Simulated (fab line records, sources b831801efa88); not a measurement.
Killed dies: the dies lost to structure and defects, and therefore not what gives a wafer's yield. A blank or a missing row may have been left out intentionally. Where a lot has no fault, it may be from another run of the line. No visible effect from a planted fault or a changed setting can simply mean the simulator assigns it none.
A struck lot beside a sound one    flow sky130    15 steps out of a route of 708
Sound: these wafers, L365.1, L365.2, L365.6. The struck wafers were L366.2, L366.4, L366.5. At the end, the cause is stated.
Per side, at each step with rows, come the tool, then ch with its chambers, and then its first start. Under that, the readings that differ: sound wafers    struck wafers    difference of the means    sigmas: that difference in standard deviations of wafers without a fault.
alike: a reading whose means differ by less than 2 such deviations, as well as words and numbers matching on both sides. not compared: withheld readings; readings where some wafer has no value; bounds like >300 that might hide an equal value; numbers whose values overlap and for which the record gives no deviation.
Wherever a step has rows on one side only, a row that says differs or no value, or a row with sigmas, the two part there. Numbers that don't overlap but have no deviation are shown without sigmas and don't part them. A reading missing from all wafers of one side parts the sides only when that side holds two or more wafers.

SKY_VT_ADJUST_LVTN_TW_MEAS_10:
  sound on filmMetro-04, day 11 22:02; struck on filmMetro-04, day 12 04:22
  alike: VT_ADJUST_LVTN_TW
then, 7 steps without rows for these wafers: SKY_VT_ADJUST_LVTN_DEHYDRATE_11 (time 60 s); SKY_VT_ADJUST_LVTN_HMDS_12 (prime time 60 s); SKY_VT_ADJUST_LVTN_COAT_13 (resist thk 1140 nm); SKY_VT_ADJUST_LVTN_SOFTBAKE_14 (time 60 s); SKY_VT_ADJUST_LVTN_EXPOSE_15 (exposes mask HVN STD DERIVED, target cd 600 nm); SKY_VT_ADJUST_LVTN_PEB_16; SKY_VT_ADJUST_LVTN_DEVELOP_17 (develop time 60 s).
SKY_VT_ADJUST_LVTN_OVL_MEAS_18:
  sound on overlay-02, day 12 22:01; struck on overlay-01, day 13 04:48
reading                     sound        struck          difference  sigmas
VT_ADJUST_LVTN_01_OVL (nm)  1.2 2.2 2.6  -3.0 -1.5 -3.9  -4.8        -3
next, for these wafers, 1 step has no rows: SKY_VT_ADJUST_LVTN_IMPLANT_19.
SKY_VT_ADJUST_LVTN_STRIP_20: strips in O2/N2.
  sound on plasmaAsher-03 ch 0,1, day 12 22:12; struck on plasmaAsher-01 ch 0,1, day 13 04:59
  alike: drypumpMotorCurrentA, oesProductAu, stripTimeToEndpointS
  not compared: rfHoursCounterH
SKY_VT_ADJUST_LVTN_TW_MEAS_21:
  sound on filmMetro-02, day 12 22:18; struck on filmMetro-01, day 13 05:05
reading              sound              struck             difference  sigmas
VT_ADJUST_LVTN_2_TW  189.4 189.9 188.9  186.0 186.0 185.7  -3.5        -3
SKY_VT_ADJUST_NCORE_DEHYDRATE_00: time 60 s.
  sound on lithoTrack-03 ch 0, day 13 09:58; struck on lithoTrack-02 ch 0, day 13 17:17
reading                sound                 struck                difference  sigmas
heaterPowerTotalW (W)  160.48 160.43 160.54  163.16 162.92 163.21  +2.61       +20
runLengthS (s)         89.26 89.27 89.39     86.84 86.60 86.75     -2.58       -21
  alike: resistLineTempC
then, 1 step without rows for these wafers: SKY_VT_ADJUST_NCORE_HMDS_01 (prime time 60 s).
-- here the record skips 37 days between the struck wafers' starts before and after, leaving off in module VT_ADJUST_NCORE and picking up in module PAD_OPEN (first step shown: number 708 of the route) --
SKY_PAD_OPEN_PROBE_99:
  sound on prober-02, day 50 21:56; struck on prober-01, day 51 00:38
  alike: killed_at_M0_to_M3, killed_at_M4_up, killedAtContacts, killedAtFrontEnd, killedAtOther, killedDies, killedOpen, killedShort

== WHERE THEY PART ==
Earliest at SKY_VT_ADJUST_LVTN_OVL_MEAS_18; latest, in this record, at SKY_VT_ADJUST_NCORE_DEHYDRATE_00. Later steps at which nothing parts them and some readings are alike: SKY_PAD_OPEN_PROBE_99.

WHY: what had been put in by the simulator
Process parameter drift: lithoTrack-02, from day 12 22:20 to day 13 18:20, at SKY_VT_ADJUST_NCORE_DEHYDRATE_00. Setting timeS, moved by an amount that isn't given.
